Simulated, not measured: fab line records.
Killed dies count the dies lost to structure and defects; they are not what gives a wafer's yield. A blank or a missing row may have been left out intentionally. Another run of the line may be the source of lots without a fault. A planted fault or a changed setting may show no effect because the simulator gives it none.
Comparing a struck lot with a sound one	flow sky130	43 out of 708 route steps
Sound: wafers L138.1, L138.5, L138.6. Wafers L154.1, L154.5, L154.6 were the ones struck. At the end, the cause is stated.
For every step that has rows: the tool of each side, followed by ch and its chambers, followed by its first start. Under that, the readings that differ: sound wafers	struck wafers	difference of the means	sigmas: that difference in standard deviations of wafers without a fault.
alike: readings whose means differ by less than 2 such deviations, and words and numbers that are the same on both sides. not compared: withheld readings, readings that some wafer has no value for, bounds like >300 that may hide the same value, and numbers for which the record gives no deviation and whose values overlap.
Wherever a step has rows on one side only, a row that says differs or no value, or a row with sigmas, the two part there. Numbers that don't overlap but have no deviation are shown without sigmas and don't part them. Lack of a reading on every wafer of one side parts them only where that side has two or more wafers.

first, 5 steps without rows for these wafers: SKY_GATE_OXIDE_COAT_05 (resist thk 1140 nm); SKY_GATE_OXIDE_SOFTBAKE_06 (time 60 s); SKY_GATE_OXIDE_EXPOSE_07 (exposes mask LVOM, target cd 600 nm); SKY_GATE_OXIDE_PEB_08; SKY_GATE_OXIDE_DEVELOP_09 (develop time 60 s).
SKY_GATE_OXIDE_OVL_MEAS_10:
  struck on overlay-01, day 20 10:36; sound on overlay-01, day 14 05:28
  alike: GATE_OXIDE_OVL
then, 2 steps without rows for these wafers: SKY_GATE_OXIDE_IMPLANT_11; SKY_GATE_OXIDE_WET_ETCH_12 (etches SiO2 in dHF, target depth 16.8 nm, time 336 s).
SKY_GATE_OXIDE_STRIP_13: strips in O2/N2.
  sound on plasmaAsher-03 ch 0,1, day 14 05:46; struck on plasmaAsher-01 ch 0,1, day 20 10:53
  alike: drypumpMotorCurrentA, oesProductAu, stripTimeToEndpointS
  not compared: rfHoursCounterH
SKY_GATE_OXIDE_TW_MEAS_14:
  struck on filmMetro-01, day 20 10:59; sound on filmMetro-04, day 14 05:52
  alike: GATE_OXIDE_TW
then, 2 steps without rows for these wafers: SKY_GATE_OXIDE_CLEAN_15 (cleans in SC1/SC2, time 150 s); SKY_GATE_OXIDE_OXIDATION_16 (stabilise 600 s, purge 300 s, target thk 3.57 nm).
SKY_POLY_GATE_CVD_00: deposits poly-Si, target thk 180 nm, time 720 s.
  sound on lpcvd-01 ch 0, day 14 11:00; struck on lpcvd-01 ch 0, day 20 13:41
  alike: zonePowerLowerPct
SKY_POLY_GATE_THK_MEAS_01:
  struck on filmMetro-02, day 20 14:53; sound on filmMetro-01, day 14 12:12
  alike: POLY_GATE_CVD_00_THK
then, 8 steps without rows for these wafers: SKY_RES_PROTECT_DEHYDRATE_00 (time 60 s); SKY_RES_PROTECT_HMDS_01 (prime time 60 s); SKY_RES_PROTECT_COAT_02 (resist thk 1140 nm); SKY_RES_PROTECT_SOFTBAKE_03 (time 60 s); SKY_RES_PROTECT_EXPOSE_04 (exposes mask RPM, target cd 1270 nm); SKY_RES_PROTECT_PEB_05; SKY_RES_PROTECT_DEVELOP_06 (develop time 60 s); SKY_POLY_GATE_IMPLANT_02.
SKY_RES_PROTECT_STRIP_07: strips in O2/N2.
  sound on plasmaAsher-03 ch 0,1, day 15 14:55; struck on plasmaAsher-02 ch 0,1, day 21 21:40
  alike: drypumpMotorCurrentA, oesProductAu, stripTimeToEndpointS
  not compared: rfHoursCounterH
SKY_RES_PROTECT_TW_MEAS_08:
  struck on filmMetro-02, day 21 21:46; sound on filmMetro-04, day 15 15:01
  alike: POLY_GATE_TW
then, 2 steps without rows for these wafers: SKY_RES_PROTECT_CLEAN_09 (cleans in SC1/SC2, time 150 s); SKY_POLY_GATE_CVD_03 (deposits Si3N4 from DCS/NH3, target thk 75 nm, time 1290 s).
SKY_POLY_GATE_THK_MEAS_04:
  struck on filmMetro-01, day 21 23:29; sound on filmMetro-03, day 15 17:43
reading	sound	struck	difference	sigmas
POLY_GATE_CVD_03_THK (nm)	74.6 74.0 74.8	76.5 75.9 75.6	+1.5	+2
then, 8 steps without rows for these wafers: SKY_POLY_GATE_DEHYDRATE_05 (time 60 s); SKY_POLY_GATE_HMDS_06 (prime time 60 s); SKY_POLY_GATE_COAT_07 (resist thk 110 nm); SKY_POLY_GATE_COAT_08 (resist thk 450 nm); SKY_POLY_GATE_SOFTBAKE_09 (time 90 s); SKY_POLY_GATE_EXPOSE_10 (exposes mask P1M, target cd 150 nm); SKY_POLY_GATE_PEB_11; SKY_POLY_GATE_DEVELOP_12 (develop time 60 s).
SKY_POLY_GATE_CD_MEAS_13: the cd target is 150 nm.
  struck on cdSem-02, day 23 06:00; sound on cdSem-01, day 16 22:07
  alike: cdNm
SKY_POLY_GATE_OVL_MEAS_14:
  struck on overlay-01, day 23 06:07; sound on overlay-01, day 16 22:14
  alike: POLY_GATE_OVL
SKY_POLY_GATE_ETCH_15: etches BARC in N2/H2, stops on SiO2, time 118.5 s, target depth 110 nm.
  sound on rieDiel-01 ch 0,1, day 16 22:17; struck on rieDiel-04 ch 1,2,3, day 23 06:09
  alike: biasW, drypumpMotorCurrentA, oesProductAu, rfFwdPowerW, throttleValvePct
  not compared: rfHoursCounterH
then, 1 step without rows for these wafers: SKY_POLY_GATE_ETCH_16 (etches Si3N4 in CH3F/O2, stops on poly-Si, time 147.5 s, target depth 75 nm).
SKY_POLY_GATE_ETCH_17: etches poly-Si in HBr/Cl2, stops on SiO2, target depth 180 nm, time 70.5 s.
  sound on rieSi-01 ch 0,1, day 16 22:28; struck on rieSi-02 ch 1,2, day 23 06:20
  alike: biasW, drypumpMotorCurrentA, oesProductAu, rfFwdPowerW, throttleValvePct
  not compared: rfHoursCounterH
SKY_POLY_GATE_STRIP_18: strips in O2/N2.
  sound on plasmaAsher-03 ch 0,1, day 16 22:31; struck on plasmaAsher-04 ch 0,1, day 23 06:23
  alike: drypumpMotorCurrentA, oesProductAu, stripTimeToEndpointS
  not compared: rfHoursCounterH
then, 1 step without rows for these wafers: SKY_POLY_GATE_CLEAN_19 (cleans in SC1/SC2, time 150 s).
-- the record jumps here: 27 days lie between the struck wafers' starts before and after (it left off in module POLY_GATE and takes up again in module PAD_OPEN, whose first step shown is number 708 of the route) --
SKY_PAD_OPEN_PROBE_99:
  struck on prober-01, day 50 02:25; sound on prober-02, day 46 02:46
reading	sound	struck	difference	sigmas
killedAtFrontEnd	20 21 19	66 69 75	+50	+10
killedDies	84 91 106	142 135 135	+44	+4
  alike: killed_at_M0_to_M3, killed_at_M4_up, killedAtContacts, killedAtOther, killedOpen, killedShort

## WHERE THEY PART
First at SKY_POLY_GATE_THK_MEAS_04; last, within this record, at SKY_PAD_OPEN_PROBE_99.

WHY: the cause the simulator had injected
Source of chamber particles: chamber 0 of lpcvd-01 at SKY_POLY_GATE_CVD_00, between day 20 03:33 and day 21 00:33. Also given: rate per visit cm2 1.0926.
